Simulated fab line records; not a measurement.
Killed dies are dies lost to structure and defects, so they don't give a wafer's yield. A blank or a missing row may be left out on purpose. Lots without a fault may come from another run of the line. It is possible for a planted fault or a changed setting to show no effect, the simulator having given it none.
Problem report in the 8D (eight disciplines) form, filled by code / flow sfq-line / the parts of the form that need people (team, actions taken, sign-off) are left out

== 1. THE ISSUE ==
Wafers free of any fault read 0.887 ohm/sq (standard deviation 0.0068) for M6_NB_RS at SFQ_M6_RS_MEAS_938, against a mean of 0.945 ohm/sq on 6 wafers of 2 lots. Measured from the usual mean, that is +8.5 standard deviations.
The step: measures by four-point-probe.
Seen first at day 70 00:29 on film-metro-02, wafer L995.3. The record has a number at this step for 42 wafers belonging to 14 lots. By rule, "out" or "out of limits" means more than 4 standard deviations away from the usual mean. The rest of the wafers with a number are treated as sound.

== 2. WHAT IT IS, AND WHAT IT ISN'T ==
question=which readings at this step | is=M6_NB_RS | is not=-
question=which lots | is=L995, L997 | is not=L102, L104, L105, L107, L108, L110, L111, L112, L989, L990, L991, L992
question=which wafers of those lots | is=all that have a number | is not=-
question=read on which gauges | is=film-metro-02, film-metro-04 | is not=-
question=when | is=from day 70 00:29 | is not=up to then (12 sound wafers); but 24 sound wafers of L102, L104, L105, L107, L108, L110, L111, L112 came after

== 3. THE SUSPECTS, EACH WITH WHAT RULES IT OUT ==
Counting: a tool at a process step up to the reading stays a suspect if it ran every lot that is out and no sound lot after the first of them.
- the gauge at SFQ_M6_RS_MEAS_938 is ruled out. The wafers that are out were read on 2 gauges (film-metro-02, film-metro-04).
- pvd-sputter-03 at SFQ_TRILAYER_M6_DEP_SPUTTER_157 (material Nb, target thk 200 nm, time 133.3 s): ruled out as a lasting fault. Sound lots L102, L104, L105, L108, L110 ran on it after its first lot that is out, L995 (day 70 00:21).
Left after counting: nothing in the record.

== 4. THE CAUSE (what the simulator had put in) ==
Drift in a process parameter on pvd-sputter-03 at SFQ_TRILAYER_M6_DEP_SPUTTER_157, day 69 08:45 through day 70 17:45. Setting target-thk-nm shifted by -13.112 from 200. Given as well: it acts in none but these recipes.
The count ruled it out by mistake, since the rule takes a fault to strike every lot its tool runs from the start of the fault on, and this one did not do so.

== 5. THE CHAIN OF EFFECTS, in route order ==
One row per reading whose mean, taken over the struck wafers that have a number, lies over 3 standard deviations from the usual. Scope: only readings with a usual standard deviation given in the record; hours: median across lots of the time from each lot's start at the first step in this table that gives one to its start at this step; sigmas: change in usual standard deviations.
hours=0; step=SFQ_M6_RS_MEAS_938; reading=M6_NB_RS; usual=0.887 ohm/sq; on struck wafers=0.945; change=+0.058; sigmas=+8.5
hours=131; step=SFQ_TRILAYER_M6_ETCH_METAL_ETCH_162; reading=oes-product-au; usual=0.896 a.u.; on struck wafers=0.866; change=-0.030; sigmas=-5.1
It contains these process steps:
- SFQ_TRILAYER_M6_ETCH_METAL_ETCH_162: etches Nb in Cl2/Ar, stops on SiO2, target depth 240 nm, time 120 s.

== 6. HOW IT WOULD HAVE BEEN CAUGHT EARLIER ==
16 hours passed between the start of the fault at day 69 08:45 and the first reading out of limits at a measuring or inspecting step in this record, taken at day 70 00:29.
Of the tool readings at SFQ_TRILAYER_M6_DEP_SPUTTER_157 for which the record gives a usual standard deviation, none was out on any struck wafer, so an alarm limit of 4 standard deviations on them would not have fired.
